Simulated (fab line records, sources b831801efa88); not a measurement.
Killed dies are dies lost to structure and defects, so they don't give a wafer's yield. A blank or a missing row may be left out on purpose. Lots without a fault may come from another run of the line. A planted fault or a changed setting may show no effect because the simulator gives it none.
Chamber matching | flow gf180mcu | GF_V5_ETCH_16 on rie_diel-02: 4 sister chambers
The step etches BARC in N2/H2. 4 wafers are shown with their chamber, then 7 later ones without.

WAFERS WITH THEIR CHAMBER
wafer  | chamber | drypump_motor_current_A (A)
L188.3 | 2       | 5.7
L191.3 | 0       | 6.4
L192.1 | 3       | 5.2
L192.3 | 1       | 4.9

WAFERS WITHOUT THEIR CHAMBER
wafer  | drypump_motor_current_A (A)
L192.6 | 6.4
L193.3 | 6.4
L193.5 | 5.2
L193.6 | 6.4
L204.1 | 6.4
L204.2 | 5.0
L204.4 | 5.2

WHICH CHAMBER EACH WENT THROUGH
wafer  | from the rows above | in truth
L192.6 | 0                   | 0
L193.3 | 0                   | 0
L193.5 | 3                   | 3
L193.6 | 0                   | 0
L204.1 | 0                   | 0
L204.2 | 1                   | 1
L204.4 | 3                   | 3
Placed correctly: 7 of 7. Can't be placed from these rows: 0. Placed wrongly: 0.
How it was worked out, from the rows above alone: a wafer's distance from a chamber is the root of the sum, over the readings, of the square of ((its reading less the chamber's mean) divided by the reading's scatter). The wafer belongs to the nearest chamber; if the next one is less than 2 further off, it can't be placed. A chamber's mean is the mean of its shown wafers. The scatter: with one shown wafer a chamber, the root of the mean of the squares of how far each hidden wafer lies from its nearest shown one.
